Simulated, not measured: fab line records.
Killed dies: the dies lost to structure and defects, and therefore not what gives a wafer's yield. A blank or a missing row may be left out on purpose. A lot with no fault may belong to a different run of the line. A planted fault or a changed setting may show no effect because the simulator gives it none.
What tool caused it? + flow sky130 + 13 lots, 39 wafers sampled, at 4 steps of a route of 708

## WHAT THE GAUGES SHOWED, per wafer
SKY_METAL2_THK_MEAS_06: measures by xrf. Usual: for METAL2_ALCU_THK the level is 244 nm and the standard deviation is 3.2.
| lot  | measured     | on            | METAL2_ALCU_THK (nm) | flag |
|------|--------------|---------------|----------------------|------|
| L925 | day 33 21:00 | film-metro-02 | 246 248 249          |      |
| L924 | day 33 21:08 | film-metro-04 | 244 243 239          |      |
| L926 | day 35 13:16 | film-metro-02 | 244 242 245          |      |
| L929 | day 38 22:33 | film-metro-02 | 243 245 240          |      |
| L930 | day 38 22:52 | film-metro-01 | 242 241 243          |      |
| L935 | day 38 23:10 | film-metro-02 | 239 245 243          |      |
| L931 | day 39 00:10 | film-metro-02 | 245 251 245          |      |
| L934 | day 39 00:17 | film-metro-01 | 242 244 244          |      |
| L932 | day 39 00:28 | film-metro-02 | 251 248 247          |      |
| L936 | day 39 02:57 | film-metro-04 | 244 248 243          |      |
| L937 | day 39 05:41 | film-metro-01 | 237 244 242          |      |
| L939 | day 39 06:56 | film-metro-04 | 246 248 247          |      |
| L940 | day 39 08:08 | film-metro-04 | 246 249 244          |      |

## WHAT TOOL EACH LOT RAN ON (gives the tool, then ch and the chambers of the sampled wafers, and finally the start)
| lot  | SKY_VIA1_CMP_24               | SKY_METAL2_SPUTTER_03        | SKY_METAL2_SPUTTER_04        |
|------|-------------------------------|------------------------------|------------------------------|
| L925 | cmp-01 ch 1,2,3, day 33 20:32 | pvd-sputter-04, day 33 20:48 | pvd-sputter-04, day 33 20:49 |
| L924 | cmp-02 ch 0,1, day 33 20:37   | pvd-sputter-01, day 33 20:56 | pvd-sputter-01, day 33 20:58 |
| L926 | cmp-02 ch 0,3, day 35 12:43   | pvd-sputter-03, day 35 13:05 | pvd-sputter-03, day 35 13:06 |
| L929 | cmp-02 ch 0,3, day 38 21:59   | pvd-sputter-01, day 38 22:22 | pvd-sputter-01, day 38 22:23 |
| L930 | cmp-02 ch 0,1,2, day 38 22:17 | pvd-sputter-01, day 38 22:40 | pvd-sputter-01, day 38 22:41 |
| L935 | cmp-02 ch 1,2,3, day 38 22:38 | pvd-sputter-03, day 38 22:58 | pvd-sputter-03, day 38 22:59 |
| L931 | cmp-02 ch 0,1,2, day 38 23:37 | pvd-sputter-03, day 38 23:59 | pvd-sputter-03, day 39 00:01 |
| L934 | cmp-01 ch 0,1,3, day 38 23:43 | pvd-sputter-01, day 39 00:05 | pvd-sputter-01, day 39 00:06 |
| L932 | cmp-02 ch 0,1,2, day 39 00:01 | pvd-sputter-04, day 39 00:17 | pvd-sputter-04, day 39 00:19 |
| L936 | cmp-02 ch 0,2,3, day 39 02:23 | pvd-sputter-03, day 39 02:46 | pvd-sputter-03, day 39 02:47 |
| L937 | cmp-02 ch 0,1,3, day 39 05:08 | pvd-sputter-01, day 39 05:31 | pvd-sputter-01, day 39 05:32 |
| L939 | cmp-02 ch 0,1, day 39 06:26   | pvd-sputter-01, day 39 06:45 | pvd-sputter-01, day 39 06:46 |
| L940 | cmp-02 ch 1,2,3, day 39 07:38 | pvd-sputter-04, day 39 07:58 | pvd-sputter-04, day 39 07:59 |
- SKY_VIA1_CMP_24: polishes, stops on SiO2, t overpolish 15 s, target thk 0 nm.
- SKY_METAL2_SPUTTER_03: material Ti, target thk 5 nm, time 3.3 s.
- SKY_METAL2_SPUTTER_04: material TiN, target thk 70 nm, time 58.3 s.

## WHAT THE TOOLS THEMSELVES READ (means of the sampled wafers that have a number; where no wafer has one, the mark that the record gives instead)
SKY_VIA1_CMP_24. Usual: motor-current-A 10.9 A, standard deviation 1; overpolish-run-s 14.999 s, standard deviation 0.0084; time-to-endpoint-s 65 s, standard deviation 4.3.
| lot  | tool   | motor-current-A (A) | overpolish-run-s (s) | time-to-endpoint-s (s) | flag |
|------|--------|---------------------|----------------------|------------------------|------|
| L925 | cmp-01 | 11.3                | 14.995               | 63                     |      |
| L924 | cmp-02 | 9.9                 | 15.002               | 61                     |      |
| L926 | cmp-02 | 10.5                | 15.001               | 68                     |      |
| L929 | cmp-02 | 10.7                | 14.995               | 71                     |      |
| L930 | cmp-02 | 10.3                | 15.000               | 65                     |      |
| L935 | cmp-02 | 10.6                | 14.991               | 63                     |      |
| L931 | cmp-02 | 10.2                | 15.004               | 64                     |      |
| L934 | cmp-01 | 11.1                | 15.007               | 63                     |      |
| L932 | cmp-02 | 10.2                | 15.002               | 64                     |      |
| L936 | cmp-02 | 10.9                | 15.003               | 67                     |      |
| L937 | cmp-02 | 10.3                | 15.010               | 67                     |      |
| L939 | cmp-02 | 9.9                 | 15.000               | 58                     |      |
| L940 | cmp-02 | 10.4                | 14.991               | 53                     |      |

SKY_METAL2_SPUTTER_03. Usual: 29.9 % for throttle-valve-pct, sd 1.1.
| lot  | tool           | throttle-valve-pct (%) | flag |
|------|----------------|------------------------|------|
| L925 | pvd-sputter-04 | 29.7                   |      |
| L924 | pvd-sputter-01 | 29.4                   |      |
| L926 | pvd-sputter-03 | 30.9                   |      |
| L929 | pvd-sputter-01 | 29.4                   |      |
| L930 | pvd-sputter-01 | 29.3                   |      |
| L935 | pvd-sputter-03 | 31.7                   |      |
| L931 | pvd-sputter-03 | 30.9                   |      |
| L934 | pvd-sputter-01 | 29.4                   |      |
| L932 | pvd-sputter-04 | 29.5                   |      |
| L936 | pvd-sputter-03 | 31.6                   |      |
| L937 | pvd-sputter-01 | 29.5                   |      |
| L939 | pvd-sputter-01 | 29.3                   |      |
| L940 | pvd-sputter-04 | 30.6                   |      |

SKY_METAL2_SPUTTER_04. Usual: 29.9 % for throttle-valve-pct, sd 1.1.
| lot  | tool           | throttle-valve-pct (%) | flag |
|------|----------------|------------------------|------|
| L925 | pvd-sputter-04 | 29.9                   |      |
| L924 | pvd-sputter-01 | 29.4                   |      |
| L926 | pvd-sputter-03 | 31.0                   |      |
| L929 | pvd-sputter-01 | 29.3                   |      |
| L930 | pvd-sputter-01 | 29.5                   |      |
| L935 | pvd-sputter-03 | 31.7                   |      |
| L931 | pvd-sputter-03 | 31.0                   |      |
| L934 | pvd-sputter-01 | 29.4                   |      |
| L932 | pvd-sputter-04 | 29.5                   |      |
| L936 | pvd-sputter-03 | 31.6                   |      |
| L937 | pvd-sputter-01 | 29.4                   |      |
| L939 | pvd-sputter-01 | 29.4                   |      |
| L940 | pvd-sputter-04 | 30.5                   |      |

## THE ANSWER, worked out from the rows above alone
Rule: a lot is off if the mean of its wafers that have a number lies more than 3 standard deviations from the usual mean. Also off: a lot with no number at a reading for which 4 or more lots have one. Any other lot the step has rows for is counted as sound. Order of review: gauges by route order, followed by the tools' own readings, for which a lot's mean as printed above is used. At the first step where some lot is off, the reading lying furthest off is the one used; lots without a number count as furthest.
No lot is off on any of the readings shown, so nothing can be concluded from this.

## WHAT WAS PUT IN BY THE SIMULATOR
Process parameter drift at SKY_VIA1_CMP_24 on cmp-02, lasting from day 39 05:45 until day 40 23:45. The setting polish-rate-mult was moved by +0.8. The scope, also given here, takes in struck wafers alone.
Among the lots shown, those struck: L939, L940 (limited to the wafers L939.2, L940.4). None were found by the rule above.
